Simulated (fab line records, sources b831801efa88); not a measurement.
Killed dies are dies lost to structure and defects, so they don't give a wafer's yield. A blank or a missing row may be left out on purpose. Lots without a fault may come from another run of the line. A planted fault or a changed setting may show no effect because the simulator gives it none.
Which tool did it? | flow gf180mcu | 7 lots, 21 wafers sampled, at 1 step of a route of 602

WHAT THE GAUGES READ, wafer by wafer
GF_M3_RS_MEAS_05: measures by four-point-probe.
lot  | measured     | on            | M3_ALCU_RS (ohm/sq)
L220 | day 21 04:22 | film_metro-01 | 0.0694 0.0685 0.0701
L225 | day 23 06:18 | film_metro-02 | 0.0701 0.0696 0.0699
L233 | day 25 22:32 | film_metro-01 | 0.0698 0.0692 0.0685
L235 | day 26 07:13 | film_metro-01 | 0.0694 0.0688 0.0682
L237 | day 26 23:48 | film_metro-02 | 0.0671 0.0684 0.0689
L239 | day 27 12:44 | film_metro-01 | 0.0683 0.0683 0.0676
L241 | day 28 00:49 | film_metro-02 | 0.0706 0.0704 0.0706

WHICH TOOL RAN EACH LOT (tool, then ch and the chambers of the sampled wafers, then the start)
The record holds no process step before these readings.

THE ANSWER, worked out from the rows above alone
Rule: what is usual is taken from the lots themselves. Put in order of their means at a reading, lots are off if they are a third of the lots or fewer, leave a main group of 4 or more, and stand apart from it by a gap of 3 or more times the standard deviation of the main group's means; of several such gaps the widest counts. A main group whose means are all the same, to the digits that the tables above print for the reading, isn't used. A lot without any number at a reading at which 4 lots or more have one is off too. The other lots that the step has rows for count as sound.
No lot is off at any reading shown: from this, nothing can be told.

WHAT THE SIMULATOR HAD PUT IN
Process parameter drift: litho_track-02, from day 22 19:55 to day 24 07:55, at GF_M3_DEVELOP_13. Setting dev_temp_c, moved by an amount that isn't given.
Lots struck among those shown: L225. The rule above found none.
